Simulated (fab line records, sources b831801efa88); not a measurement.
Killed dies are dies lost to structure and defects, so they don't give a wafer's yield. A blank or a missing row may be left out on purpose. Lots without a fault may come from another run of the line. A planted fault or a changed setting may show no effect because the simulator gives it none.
Tool commonality check | flow gf180mcu | 12 lots, 36 wafers sampled

WHY IT WAS OPENED
At GF_POLY_GATE_THK_MEAS_17 the reading POLY_GATE_OXIDATION_THK is flagged on 2 of 12 lots. Wafers without a fault read 4.00 nm, standard deviation 0.076.
Rule: a lot is flagged when every wafer of it that has a number lies more than 4 standard deviations from that mean, or none has a number. The other lots count as sound.

lot  | measured     | on            | POLY_GATE_OXIDATION_THK (nm), wafer by wafer | flag
L336 | day 9 17:05  | film_metro-01 | 3.87 3.84 3.91                               |
L338 | day 10 05:21 | film_metro-03 | 4.06 3.99 3.93                               |
L339 | day 10 09:14 | film_metro-01 | 3.93 4.02 3.96                               |
L341 | day 10 17:11 | film_metro-03 | 4.01 3.99 4.06                               |
L343 | day 11 07:46 | film_metro-04 | 4.07 4.05 4.07                               |
L344 | day 11 18:19 | film_metro-04 | 4.07 4.09 4.08                               |
L345 | day 12 08:50 | film_metro-01 | 3.90 3.96 3.98                               |
L346 | day 12 11:17 | film_metro-04 | 4.00 4.07 4.03                               |
L349 | day 13 09:38 | film_metro-01 | 4.85 4.96 5.04                               | FLAGGED
L350 | day 13 14:40 | film_metro-04 | 4.90 4.90 4.87                               | FLAGGED
L351 | day 13 16:31 | film_metro-01 | 4.07 4.07 4.13                               |
L357 | day 15 14:23 | film_metro-04 | 4.11 4.07 4.11                               |
The numbers of the flagged lots are 4.92 nm on average: +0.92 nm against the usual, or +12 standard deviations.

WHICH TOOL RAN EACH LOT
The record holds 1 process step before the reading, out of a route of 602 steps. In each cell: the tool, then ch and the chambers that the sampled wafers went through, then the start.
lot  | flag    | GF_POLY_GATE_OXIDATION_16
L336 |         | furnace-02 ch 0, day 9 15:49
L338 |         | furnace-02 ch 0, day 10 04:05
L339 |         | furnace-02 ch 0, day 10 07:59
L341 |         | furnace-01 ch 0, day 10 15:55
L343 |         | furnace-02 ch 0, day 11 06:31
L344 |         | furnace-01 ch 0, day 11 17:02
L345 |         | furnace-01 ch 0, day 12 07:35
L346 |         | furnace-02 ch 0, day 12 10:02
L349 | FLAGGED | furnace-01 ch 0, day 13 08:23
L350 | FLAGGED | furnace-01 ch 0, day 13 13:23
L351 |         | furnace-02 ch 0, day 13 15:16
L357 |         | furnace-02 ch 0, day 15 13:08
What these steps do:
- GF_POLY_GATE_OXIDATION_16: stabilise 600 s, purge 300 s, target thk 4 nm.
- GF_POLY_GATE_THK_MEAS_17

FLAGGED OVER TOTAL, TOOL BY TOOL (the gauges that took the reading come last)
step                      | tool          | lots run | flagged | share of the flagged lots | sound lots run after its first flagged lot
GF_POLY_GATE_OXIDATION_16 | furnace-01    | 5        | 2       | all                       | 0
GF_POLY_GATE_OXIDATION_16 | furnace-02    | 7        | 0       | none                      | -
GF_POLY_GATE_THK_MEAS_17  | film_metro-01 | 5        | 1       | some                      | 1 (L351)
GF_POLY_GATE_THK_MEAS_17  | film_metro-03 | 2        | 0       | none                      | -
GF_POLY_GATE_THK_MEAS_17  | film_metro-04 | 5        | 1       | some                      | 1 (L357)

WHAT THE TABLE ALLOWS
1 row of the table ran every flagged lot: furnace-01 at GF_POLY_GATE_OXIDATION_16.
- furnace-01 at GF_POLY_GATE_OXIDATION_16: 2 of its 5 lots flagged. Its last sound lot is L345 (day 12 07:35), its first flagged lot L349 (day 13 08:23): a fault that began between those two fits. Its own readings lie more than 4 standard deviations out on every wafer of the flagged lots: spike_tc_bottom_C, spike_tc_centre_C, spike_tc_lower_C, spike_tc_top_C, spike_tc_upper_C, tube_center_temp_C, tube_center_temp_C_max.
One tool is left: furnace-01 at GF_POLY_GATE_OXIDATION_16.

WHAT THE SIMULATOR HAD PUT IN
Process parameter drift: furnace-01, from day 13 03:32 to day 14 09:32, at GF_POLY_GATE_OXIDATION_16. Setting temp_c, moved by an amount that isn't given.
Lots struck among those shown: L349, L350. The rule above found the same.
